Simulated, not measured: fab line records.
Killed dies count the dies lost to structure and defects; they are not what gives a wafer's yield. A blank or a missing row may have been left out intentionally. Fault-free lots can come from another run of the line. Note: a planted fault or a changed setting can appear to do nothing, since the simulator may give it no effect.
Chamber matching + flow sky130 + SKY_POLY_CUT_ETCH_10 on rie diel-01: 4 sister chambers
The step etches BARC in N2/H2, stops on SiO2, time 45.9 s, target depth 60 nm. 4 wafers are shown with their chamber, then 7 later ones without.

EACH WAFER AND ITS CHAMBER
| wafer  | chamber | drypump motor current A (A) |
|--------|---------|-----------------------------|
| L687.1 | 2       | 5.5                         |
| L687.4 | 1       | 6.3                         |
| L689.3 | 0       | 6.5                         |
| L689.4 | 3       | 4.8                         |

WAFERS MISSING THEIR CHAMBER
| wafer  | drypump motor current A (A) |
|--------|-----------------------------|
| L689.6 | 6.5                         |
| L690.1 | 5.5                         |
| L690.5 | 6.4                         |
| L690.6 | 6.3                         |
| L691.2 | 6.3                         |
| L691.3 | 5.5                         |
| L691.5 | 4.8                         |

CHAMBER TAKEN BY EACH
| wafer  | from the rows above     | in truth |
|--------|-------------------------|----------|
| L689.6 | 0                       | 0        |
| L690.1 | 2                       | 2        |
| L690.5 | can't be placed: 0 or 1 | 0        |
| L690.6 | 1                       | 1        |
| L691.2 | 1                       | 1        |
| L691.3 | 2                       | 2        |
| L691.5 | 3                       | 3        |
Placed correctly: 6 of 7. These rows do not allow placing 1 (true chamber among the candidates in 1). Number placed wrongly: 0.
How it was worked out, from the rows above alone: a wafer's distance from a chamber is the root of the sum, over the readings, of the square of ((its reading less the chamber's mean) divided by the reading's scatter). If the next closest chamber is less than 2 further off than the closest, the wafer can't be placed; otherwise it belongs to the closest. The mean given for a chamber averages the wafers shown for that chamber. The scatter (one wafer shown for each chamber): square how far every hidden wafer sits from the nearest shown wafer, average those squares and take the square root.
